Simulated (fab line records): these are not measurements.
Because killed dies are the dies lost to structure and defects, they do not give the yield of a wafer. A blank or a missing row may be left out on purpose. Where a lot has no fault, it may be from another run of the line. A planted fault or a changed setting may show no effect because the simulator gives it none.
The tool behind it: which one? + flow gf180mcu + 12 lots, 36 wafers sampled, at 6 steps of a route of 602

WHAT THE GAUGES SHOWED, per wafer
GF_HV_LDD_CD_MEAS_07: target cd 400 nm.
| lot  | measured     | on       | cdNm (nm)         |
|------|--------------|----------|-------------------|
| L630 | day 10 01:44 | cdSem-02 | 404.9 404.1 402.0 |
| L631 | day 10 13:14 | cdSem-01 | 398.2 399.6 399.7 |
| L632 | day 10 16:59 | cdSem-01 | 393.5 396.2 397.1 |
| L633 | day 10 22:42 | cdSem-01 | 398.5 398.8 396.3 |
| L636 | day 11 18:13 | cdSem-01 | 402.5 402.1 401.1 |
| L637 | day 12 05:26 | cdSem-01 | 400.6 402.8 404.0 |
| L638 | day 12 11:38 | cdSem-01 | 401.0 401.2 404.0 |
| L646 | day 14 19:58 | cdSem-01 | 399.4 401.9 399.6 |
| L647 | day 15 08:43 | cdSem-01 | 392.9 394.4 393.1 |
| L648 | day 15 11:10 | cdSem-02 | 399.0 399.4 396.3 |
| L650 | day 15 23:32 | cdSem-02 | 398.9 399.8 401.0 |
| L652 | day 17 04:46 | cdSem-01 | 398.8 396.4 397.0 |

GF_HV_LDD_CD_MEAS_19: target cd 400 nm.
| lot  | measured     | on       | cdNm (nm)         |
|------|--------------|----------|-------------------|
| L630 | day 10 19:57 | cdSem-01 | 403.4 403.0 402.4 |
| L631 | day 11 08:13 | cdSem-02 | 403.4 403.2 401.8 |
| L632 | day 11 10:43 | cdSem-02 | 397.2 402.3 400.1 |
| L633 | day 11 15:30 | cdSem-02 | 399.7 400.7 401.7 |
| L636 | day 12 13:29 | cdSem-01 | 394.7 395.4 397.4 |
| L637 | day 13 01:29 | cdSem-01 | 402.8 401.7 400.7 |
| L638 | day 13 07:37 | cdSem-02 | 396.9 398.6 398.3 |
| L646 | day 15 17:40 | cdSem-02 | 398.9 399.3 398.9 |
| L647 | day 16 07:40 | cdSem-01 | 402.2 403.0 404.8 |
| L648 | day 16 09:40 | cdSem-02 | 399.2 399.9 398.2 |
| L650 | day 16 21:32 | cdSem-01 | 403.6 404.7 401.6 |
| L652 | day 18 04:34 | cdSem-01 | 400.6 399.2 401.1 |

GF_HV_LDD_TW_MEAS_38.
| lot  | measured     | on           | HV_LDD_3_TW    |
|------|--------------|--------------|----------------|
| L630 | day 11 13:47 | filmMetro-04 | 1457 1455 1463 |
| L631 | day 12 03:34 | filmMetro-02 | 1411 1428 1423 |
| L632 | day 12 12:00 | filmMetro-03 | 1446 1449 1443 |
| L633 | day 12 11:52 | filmMetro-02 | 1416 1422 1422 |
| L636 | day 13 10:20 | filmMetro-03 | 1412 1422 1415 |
| L637 | day 13 22:49 | filmMetro-03 | 1457 1452 1451 |
| L638 | day 14 05:38 | filmMetro-03 | 1399 1402 1404 |
| L646 | day 16 16:19 | filmMetro-02 | 1434 1434 1434 |
| L647 | day 17 07:35 | filmMetro-03 | 1439 1442 1433 |
| L648 | day 17 09:04 | filmMetro-03 | 1426 1429 1433 |
| L650 | day 17 21:43 | filmMetro-02 | 1428 1430 1434 |
| L652 | day 19 06:31 | filmMetro-04 | 1453 1455 1456 |

GF_HV_LDD_RS_MEAS_53: a four-point-probe measurement.
| lot  | measured     | on           | HV_LDD_RS (ohm/sq) |
|------|--------------|--------------|--------------------|
| L630 | day 12 09:26 | filmMetro-04 | 419.0 419.5 418.8  |
| L631 | day 12 22:52 | filmMetro-03 | 419.7 419.6 420.3  |
| L632 | day 13 08:10 | filmMetro-04 | 416.4 416.8 417.2  |
| L633 | day 13 07:50 | filmMetro-04 | 418.6 417.6 418.0  |
| L636 | day 14 07:32 | filmMetro-02 | 373.5 373.3 373.5  |
| L637 | day 14 20:49 | filmMetro-02 | 418.9 419.7 418.3  |
| L638 | day 15 02:54 | filmMetro-02 | 374.0 373.9 373.0  |
| L646 | day 17 15:36 | filmMetro-02 | 419.4 419.0 418.9  |
| L647 | day 18 07:07 | filmMetro-04 | 417.6 417.2 417.2  |
| L648 | day 18 08:14 | filmMetro-03 | 419.1 419.3 418.5  |
| L650 | day 18 22:36 | filmMetro-04 | 417.7 416.9 418.4  |
| L652 | day 20 07:08 | filmMetro-04 | 419.6 417.1 418.4  |

TOOL THAT RAN EACH LOT (tool first, then ch and the chambers of the sampled wafers, then the start)
| lot  | GF_DUAL_GATE_STRIP_13               | GF_HV_LDD_IMPLANT_34            |
|------|-------------------------------------|---------------------------------|
| L630 | plasmaAsher-01 ch 0,1, day 8 09:05  | implanter-03 ch 0, day 11 13:16 |
| L631 | plasmaAsher-01 ch 0,1, day 8 17:45  | implanter-02 ch 0, day 12 03:02 |
| L632 | plasmaAsher-04 ch 1, day 8 22:18    | implanter-04 ch 0, day 12 11:28 |
| L633 | plasmaAsher-01 ch 0,1, day 9 03:35  | implanter-02 ch 0, day 12 11:19 |
| L636 | plasmaAsher-03 ch 0,1, day 10 00:04 | implanter-03 ch 0, day 13 09:49 |
| L637 | plasmaAsher-03 ch 0,1, day 10 11:29 | implanter-04 ch 0, day 13 22:17 |
| L638 | plasmaAsher-03 ch 0,1, day 10 18:10 | implanter-03 ch 0, day 14 05:07 |
| L646 | plasmaAsher-03 ch 0,1, day 12 20:53 | implanter-03 ch 0, day 16 15:47 |
| L647 | plasmaAsher-04 ch 0,1, day 13 08:02 | implanter-02 ch 0, day 17 07:05 |
| L648 | plasmaAsher-04 ch 0,1, day 13 11:20 | implanter-03 ch 0, day 17 08:31 |
| L650 | plasmaAsher-04 ch 0,1, day 13 23:38 | implanter-03 ch 0, day 17 21:11 |
| L652 | plasmaAsher-01 ch 0,1, day 15 01:15 | implanter-03 ch 0, day 19 05:58 |
- GF_DUAL_GATE_STRIP_13: strips in O2/N2.
- GF_HV_LDD_IMPLANT_34

AS READ BY THE TOOLS THEMSELVES (means over the sampled wafers that have a number; for cases with no such wafer, the mark the record gives instead)
GF_DUAL_GATE_STRIP_13.
| lot  | tool           | drypumpMotorCurrentA (A) | heaterPowerW (W) | n2FlowSccm (sccm) | o2FlowSccm (sccm) | oesProductAu (a.u.) | stripTimeToEndpointS (s) |
|------|----------------|--------------------------|------------------|-------------------|-------------------|---------------------|--------------------------|
| L630 | plasmaAsher-01 | 6.0                      | 360              | 299.1             | 3009              | 0.716               | 12.65                    |
| L631 | plasmaAsher-01 | 6.0                      | 366              | 300.8             | 3005              | 0.713               | 12.57                    |
| L632 | plasmaAsher-04 | 5.3                      | 286              | 301.5             | 2997              | 0.714               | 12.66                    |
| L633 | plasmaAsher-01 | 5.9                      | 377              | 299.5             | 2998              | 0.717               | 12.63                    |
| L636 | plasmaAsher-03 | 6.3                      | 346              | 300.3             | 2998              | 0.716               | 12.65                    |
| L637 | plasmaAsher-03 | 6.2                      | 360              | 300.5             | 2996              | 0.714               | 12.64                    |
| L638 | plasmaAsher-03 | 6.2                      | 348              | 300.1             | 3005              | 0.715               | 12.60                    |
| L646 | plasmaAsher-03 | 6.3                      | 342              | 299.4             | 2985              | 0.717               | 12.63                    |
| L647 | plasmaAsher-04 | 6.1                      | 303              | 300.4             | 3005              | 0.719               | 12.67                    |
| L648 | plasmaAsher-04 | 5.6                      | 296              | 299.0             | 3001              | 0.716               | 12.61                    |
| L650 | plasmaAsher-04 | 6.1                      | 303              | 299.6             | 3001              | 0.716               | 12.68                    |
| L652 | plasmaAsher-01 | 6.0                      | 362              | 299.6             | 3002              | 0.714               | 12.59                    |

GF_HV_LDD_IMPLANT_34.
| lot  | tool         | beamEnergyKeV | tiltDeg (degrees) |
|------|--------------|---------------|-------------------|
| L630 | implanter-03 | 59.990        | 29.968            |
| L631 | implanter-02 | 59.998        | 30.023            |
| L632 | implanter-04 | 60.014        | 29.993            |
| L633 | implanter-02 | 60.005        | 29.988            |
| L636 | implanter-03 | 60.013        | 0.001             |
| L637 | implanter-04 | 59.995        | 30.005            |
| L638 | implanter-03 | 60.007        | 0.024             |
| L646 | implanter-03 | 59.974        | 30.002            |
| L647 | implanter-02 | 59.995        | 30.036            |
| L648 | implanter-03 | 60.004        | 30.030            |
| L650 | implanter-03 | 60.002        | 30.001            |
| L652 | implanter-03 | 59.997        | 29.985            |

THE ANSWER, worked out from the rows above alone
Rule: the usual values come from the lots themselves. The widest of any qualifying gaps counts: lots, ordered by their means at a reading, are off when they make up no more than a third of the lots, leave a main group of 4 or more, and stand apart from it by 3 or more times the standard deviation of that group's means. If all means in a main group match to the digits the tables above print for the reading, that group is not used. A lot without any number at a reading at which 4 lots or more have one is off too. Where the step has rows for the other lots, those lots are counted as sound. Order of review: gauges by route order, followed by the tools' own readings, for which a lot's mean as printed above is used. The first step at which some lot is off is used, and at that step the reading that is off furthest; a lot without a number counts as furthest.
Off: at GF_HV_LDD_RS_MEAS_53 (HV_LDD_RS), L636, L638. Main group: mean 418.4 ohm/sq, sd 0.9.
A tool fits if, at a process step before that reading, it ran every lot that is off, and no sound lot after the first of them. Not tried: the gauges at GF_HV_LDD_RS_MEAS_53; whatever is off there is also off at GF_HV_LDD_IMPLANT_34, on other tools, and gauge error can't account for it. None of those tried fits.

WHAT WAS PUT IN BY THE SIMULATOR
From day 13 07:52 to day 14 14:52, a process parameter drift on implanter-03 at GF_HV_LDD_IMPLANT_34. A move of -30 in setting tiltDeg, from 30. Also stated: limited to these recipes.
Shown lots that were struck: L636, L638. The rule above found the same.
